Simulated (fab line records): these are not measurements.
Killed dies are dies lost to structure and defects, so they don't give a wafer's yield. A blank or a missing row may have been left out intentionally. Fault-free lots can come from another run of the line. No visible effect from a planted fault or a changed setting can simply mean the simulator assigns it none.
Problem report in the 8D (eight disciplines) form, filled by code	flow sky130	the parts of the form that need people (team, actions taken, sign-off) are left out

## 1. PROBLEM STATEMENT
GATE_OXIDE_OXIDATION_00_THK at SKY_GATE_OXIDE_THK_MEAS_02 reads a mean of 12.52 nm on 6 wafers of 2 lots; wafers without a fault read 10.27 nm with a standard deviation of 0.19. Relative to the usual mean, that is a shift of +12 standard deviations.
First observed at day 16 23:02: wafer L496.1, on film metro-02. The record holds 33 wafers of 11 lots with a number at this step. The rule behind "out" and "out of limits": a value lying over 4 standard deviations away from the usual mean. All remaining wafers that have a number are taken as sound.

## 2. WHAT IT IS, WHAT IT ISN'T
question	is	is not
which readings at this step	GATE_OXIDE_OXIDATION_00_THK	-
which lots	L496, L497	L487, L488, L490, L492, L494, L498, L499, L505, L507
which wafers of those lots	all that have a number	-
read on which gauges	film metro-01, film metro-02	film metro-04
when	from day 16 23:02	up to then (15 sound wafers); but 12 sound wafers of L498, L499, L505, L507 came after

## 3. WHAT RULES OUT EACH SUSPECT
Counting: a tool at a process step up to the reading stays a suspect if it ran every lot that is out and no sound lot after the first of them.
- ruled out: the gauge at SKY_GATE_OXIDE_THK_MEAS_02. The wafers that are out were read on 2 gauges (film metro-01, film metro-02).
- furnace-02 at SKY_GATE_OXIDE_OXIDATION_01 (stabilise 600 s, purge 300 s, target thk 10.268 nm): kept. All lots that are out passed through it, beginning with L496 at day 16 21:38, and no sound lot followed; its final sound lot before that point was L494 at day 16 02:23.
Left after counting: furnace-02 at SKY_GATE_OXIDE_OXIDATION_01.

## 4. THE CAUSE (what the simulator had put in)
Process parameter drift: furnace-02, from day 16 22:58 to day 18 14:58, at SKY_GATE_OXIDE_OXIDATION_01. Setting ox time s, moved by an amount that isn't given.
The count eliminated every tool but this one.

## 5. THE EFFECT CHAIN, in route order
Each row: a reading whose mean over the struck wafers that have a number lies more than 3 standard deviations from the usual. Scope: only readings with a usual standard deviation given in the record; hours: median across lots of the time from each lot's start at the first step in this table that gives one to its start at this step; sigmas: change in usual standard deviations.
hours	step	reading	usual	on struck wafers	change	sigmas
0	SKY_GATE_OXIDE_THK_MEAS_02	GATE_OXIDE_OXIDATION_00_THK	10.27 nm	12.52	+2.25	+12

## 6. WHAT WOULD HAVE CAUGHT IT SOONER
The first out-of-limits reading at a measuring or inspecting step in this record came at day 16 23:02, 0 hours after the fault's start at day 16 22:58.
Tool readings at SKY_GATE_OXIDE_OXIDATION_01 with a usual standard deviation given in the record: none out on any struck wafer, hence no alarm at a limit of 4 standard deviations on them.
L497, from the lots that are out (2), started SKY_GATE_OXIDE_OXIDATION_01 on furnace-02 later than day 16 23:02. Putting the tool on hold at that point would have spared it.
